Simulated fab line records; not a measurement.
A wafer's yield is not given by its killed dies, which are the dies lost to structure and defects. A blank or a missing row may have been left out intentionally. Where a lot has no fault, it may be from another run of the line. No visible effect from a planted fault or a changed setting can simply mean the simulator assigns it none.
Which tool did it? + flow sky130 + 13 lots with 38 wafers sampled at 2 steps, on a route of 708 steps

WHAT EACH GAUGE READ, for each wafer
SKY_METAL1_RS_MEAS_05: measures by four-point-probe. Usual: for METAL1_ALCU_RS the level is 0.1265 ohm/sq and the standard deviation is 0.0013.
| lot  | measured     | on            | METAL1_ALCU_RS (ohm/sq) | flag |
|------|--------------|---------------|-------------------------|------|
| L761 | day 31 20:23 | film-metro-02 | 0.1280 0.1266 0.1277    |      |
| L762 | day 32 07:19 | film-metro-03 | 0.1254 0.1266 0.1272    |      |
| L764 | day 33 01:52 | film-metro-01 | 0.1258 0.1243 0.1260    |      |
| L768 | day 34 12:11 | film-metro-01 | 0.1270 0.1280 0.1273    |      |
| L772 | day 35 17:55 | film-metro-02 | 0.1255 0.1256 0.1245    |      |
| L773 | day 36 01:12 | film-metro-02 | 0.1266 0.1248 0.1254    |      |
| L775 | day 36 06:32 | film-metro-02 | 0.1274 0.1273 0.1262    |      |
| L774 | day 36 08:35 | film-metro-03 | 0.1258 0.1249 0.1251    |      |
| L777 | day 37 05:32 | film-metro-01 | 0.1295 0.1290           |      |
| L779 | day 37 20:50 | film-metro-02 | 0.1277 0.1274 0.1273    |      |
| L780 | day 38 02:25 | film-metro-01 | 0.1271 0.1270 0.1277    |      |
| L781 | day 38 11:10 | film-metro-02 | 0.1265 0.1277 0.1262    |      |
| L783 | day 39 00:08 | film-metro-02 | 0.1255 0.1240 0.1251    |      |

WHAT TOOL EACH LOT RAN ON (gives the tool, then ch and the chambers of the sampled wafers, and finally the start)
| lot  | SKY_METAL1_SPUTTER_02        |
|------|------------------------------|
| L761 | pvd-sputter-03, day 31 20:18 |
| L762 | pvd-sputter-04, day 32 07:13 |
| L764 | pvd-sputter-04, day 33 01:46 |
| L768 | pvd-sputter-02, day 34 12:06 |
| L772 | pvd-sputter-03, day 35 17:49 |
| L773 | pvd-sputter-02, day 36 01:04 |
| L775 | pvd-sputter-04, day 36 06:26 |
| L774 | pvd-sputter-04, day 36 08:30 |
| L777 | pvd-sputter-02, day 37 05:22 |
| L779 | pvd-sputter-03, day 37 20:45 |
| L780 | pvd-sputter-03, day 38 02:19 |
| L781 | pvd-sputter-03, day 38 11:04 |
| L783 | pvd-sputter-02, day 39 00:02 |
- SKY_METAL1_SPUTTER_02: material AlCu, target thk 250 nm, time 13.3 s.

WHAT THE TOOLS THEMSELVES READ (means of the sampled wafers that have a number; where no wafer has one, the mark that the record gives instead)
SKY_METAL1_SPUTTER_02. Usual: throttle-valve-pct reads 30.0 % (standard deviation 1).
| lot  | tool           | throttle-valve-pct (%) | flag |
|------|----------------|------------------------|------|
| L761 | pvd-sputter-03 | 29.6                   |      |
| L762 | pvd-sputter-04 | 30.5                   |      |
| L764 | pvd-sputter-04 | 30.3                   |      |
| L768 | pvd-sputter-02 | 29.9                   |      |
| L772 | pvd-sputter-03 | 29.5                   |      |
| L773 | pvd-sputter-02 | 29.5                   |      |
| L775 | pvd-sputter-04 | 30.5                   |      |
| L774 | pvd-sputter-04 | 30.2                   |      |
| L777 | pvd-sputter-02 | 29.6                   |      |
| L779 | pvd-sputter-03 | 29.8                   |      |
| L780 | pvd-sputter-03 | 29.8                   |      |
| L781 | pvd-sputter-03 | 29.3                   |      |
| L783 | pvd-sputter-02 | 29.8                   |      |

THE ANSWER, worked out from the rows above alone
Rule: a lot is off if the mean of its wafers that have a number lies more than 3 standard deviations from the usual mean. Also off: a lot with no number at a reading for which 4 or more lots have one. Where the step has rows for the other lots, those lots are counted as sound. After the gauges, taken in route order, come the tools' own readings; for these a lot's mean is taken, as printed above. At the first step where some lot is off, the reading lying furthest off is the one used; lots without a number count as furthest.
No lot is off at any reading shown: from this, nothing can be told.

WHAT THE SIMULATOR HAD PUT IN
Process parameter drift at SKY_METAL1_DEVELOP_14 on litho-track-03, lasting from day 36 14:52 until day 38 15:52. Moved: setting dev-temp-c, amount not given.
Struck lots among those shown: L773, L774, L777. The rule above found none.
